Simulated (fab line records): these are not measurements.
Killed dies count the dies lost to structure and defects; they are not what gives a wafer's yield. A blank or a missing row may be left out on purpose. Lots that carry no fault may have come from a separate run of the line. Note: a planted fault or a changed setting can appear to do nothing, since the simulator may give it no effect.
Comparing a struck lot with a sound one ; flow sky130 ; 34 steps out of a route of 708
Sound: these wafers, L134.1, L134.4, L134.5. The struck wafers were L145.1, L145.3, L145.5. Last of all comes the cause.
Order at every step that has rows: each side's tool, ch and its chambers, its first start. Under that, the readings that differ: sound wafers ; struck wafers ; difference of the means ; sigmas: that difference in standard deviations of wafers without a fault.
alike: same words and numbers on both sides, and readings whose means sit less than 2 such deviations apart. not compared: any withheld reading, any reading some wafer has no value for, any bound like >300 that may hide the same value, and any number with overlapping values for which the record gives no deviation.
The two part at a step that has a row with sigmas, a row that says differs or no value, or rows on one side only. When numbers do not overlap yet have no deviation, they are printed without sigmas and do not part them. A reading missing from all wafers of one side parts the sides only when that side holds two or more wafers.

SKY_FIELD_ISO_BOW_MEAS_00:
  sound on film metro-02 at day 1 15:00; struck on film metro-03 at day 3 22:00
  alike: INCOMING_BOW
then, 1 step without rows for these wafers: SKY_FIELD_ISO_OXIDATION_01 (stabilise 600 s, purge 300 s, target thk 12 nm).
SKY_FIELD_ISO_THK_MEAS_02:
  sound on film metro-01 at day 1 17:16; struck on film metro-03 at day 4 00:41
  alike: FIELD_ISO_OXIDATION_00_THK
SKY_FIELD_ISO_CVD_03: deposits Si3N4 from DCS/NH3, target thk 165 nm, time 2830 s.
  sound on lpcvd-02 ch 1, day 2 09:05; struck on lpcvd-02 ch 1, day 4 00:45
  alike: spike tc bottom C
SKY_FIELD_ISO_THK_MEAS_04:
  sound on film metro-02 at day 2 10:52; struck on film metro-02 at day 4 02:32
  alike: FIELD_ISO_CVD_03_THK
then, 8 steps without rows for these wafers: SKY_FIELD_ISO_DEHYDRATE_05 (time 60 s); SKY_FIELD_ISO_HMDS_06 (prime time 60 s); SKY_FIELD_ISO_COAT_07 (resist thk 60 nm); SKY_FIELD_ISO_COAT_08 (resist thk 450 nm); SKY_FIELD_ISO_SOFTBAKE_09 (time 90 s); SKY_FIELD_ISO_EXPOSE_10 (exposes mask FOM, target cd 150 nm); SKY_FIELD_ISO_PEB_11; SKY_FIELD_ISO_DEVELOP_12 (develop time 60 s).
SKY_FIELD_ISO_CD_MEAS_13: the cd target is 150 nm.
  sound on cd sem-01 at day 3 02:28; struck on cd sem-02 at day 4 18:55
  alike: cd nm
SKY_FIELD_ISO_ETCH_14: etches BARC in N2/H2, stops on SiO2, time 45.9 s, target depth 60 nm.
  sound on rie diel-04 ch 1,2,3, day 3 02:35; struck on rie diel-01 ch 1,2, day 4 19:02
reading;sound;struck;difference;sigmas
drypump motor current A (A);5.7 6.6 5.9;5.2 4.7 4.7;-1.2;-2
  alike: n2 flow sccm, oes product au, throttle valve pct
  not compared: rf hours counter h
SKY_FIELD_ISO_ETCH_15: etches the open film in CHF3/O2, stops on Si, target depth 180 nm, time 72 s.
  sound on rie diel-04 ch 1,2,3, day 3 02:37; struck on rie diel-01 ch 1,2, day 4 19:04
reading;sound;struck;difference;sigmas
drypump motor current A (A);5.6 6.6 6.0;5.2 4.7 4.7;-1.2;-2
  alike: oes product au, throttle valve pct
  not compared: rf hours counter h
SKY_FIELD_ISO_STRIP_16: strips in O2/N2.
  sound on plasma asher-03 ch 0,1, day 3 02:41; struck on plasma asher-03 ch 0,1, day 4 19:08
  alike: drypump motor current A, n2 flow sccm, oes product au, strip time to endpoint s
  not compared: rf hours counter h
SKY_FIELD_ISO_ETCH_17: etches Si in HBr/Cl2/O2, target depth 342 nm, time 97.7 s.
  sound on rie si-01 ch 2,3, day 3 02:47; struck on rie si-01 ch 1,2,3, day 4 19:14
  alike: drypump motor current A, he backside leak sccm, oes product au, throttle valve pct
  not compared: rf hours counter h
then, 5 steps without rows for these wafers: SKY_FIELD_ISO_WET_ETCH_18 (etches Si3N4 in H3PO4, target depth 25 nm, time 286 s); SKY_FIELD_ISO_CLEAN_19 (cleans in SC1/SC2, time 150 s); SKY_FIELD_ISO_CLEAN_20 (cleans in dHF, time 20 s); SKY_FIELD_ISO_WET_ETCH_21 (etches SiO2 in dHF, target depth 20 nm, time 411.6 s); SKY_FIELD_ISO_OXIDATION_22 (stabilise 600 s, purge 300 s, target thk 10 nm).
SKY_FIELD_ISO_THK_MEAS_23:
  sound on film metro-01 at day 3 04:32; struck on film metro-02 at day 4 22:17
  alike: FIELD_ISO_OXIDATION_01_THK
then, 1 step without rows for these wafers: SKY_FIELD_ISO_CVD_24 (deposits SiO2, target thk 595 nm, time 99.2 s).
SKY_FIELD_ISO_THK_MEAS_25:
  sound on film metro-02 at day 3 04:42; struck on film metro-01 at day 4 22:25
  alike: FIELD_ISO_CVD_24_THK
then, 1 step without rows for these wafers: SKY_FIELD_ISO_ANNEAL_26 (time 1800 s).
SKY_FIELD_ISO_CMP_27: polishes, stops on Si3N4, t overpolish 16 s, target thk 457.8 nm.
  sound on cmp-01 ch 0,1,3, day 3 06:21; struck on cmp-01 ch 0,3, day 5 02:19
  alike: motor current A, overpolish run s, slurry filter dp kPa, time to endpoint s
then, 5 steps without rows for these wafers: SKY_FIELD_ISO_WET_ETCH_28 (etches SiO2 in dHF, target depth 23.7 nm, time 47 s); SKY_FIELD_ISO_WET_ETCH_29 (etches Si3N4 in H3PO4, target depth 160 nm, time 1825 s); SKY_FIELD_ISO_WET_ETCH_30 (etches SiO2 in dHF, target depth 25 nm, time 50 s); SKY_NWELL_CLEAN_00 (cleans in SC1/SC2, time 150 s); SKY_NWELL_OXIDATION_01 (stabilise 600 s, purge 300 s, target thk 10 nm).
-- the record jumps here: 44 days lie between the struck wafers' starts before and after (it left off in module NWELL and takes up again in module PAD_OPEN, whose first step shown is number 708 of the route) --
SKY_PAD_OPEN_PROBE_99:
  sound on prober-01 at day 46 12:54; struck on prober-02 at day 48 15:20
reading;sound;struck;difference;sigmas
killed at front end;12 13 24;66 61 60;+46;+11
killed dies;70 93 91;140 138 138;+54;+6
  alike: killed_at_M0_to_M3, killed_at_M4_up, killed at contacts, killed at other, killed open, killed short

## WHERE THEY PART
Earliest at SKY_FIELD_ISO_ETCH_14; latest, in this record, at SKY_PAD_OPEN_PROBE_99.

WHY: the cause the simulator had injected
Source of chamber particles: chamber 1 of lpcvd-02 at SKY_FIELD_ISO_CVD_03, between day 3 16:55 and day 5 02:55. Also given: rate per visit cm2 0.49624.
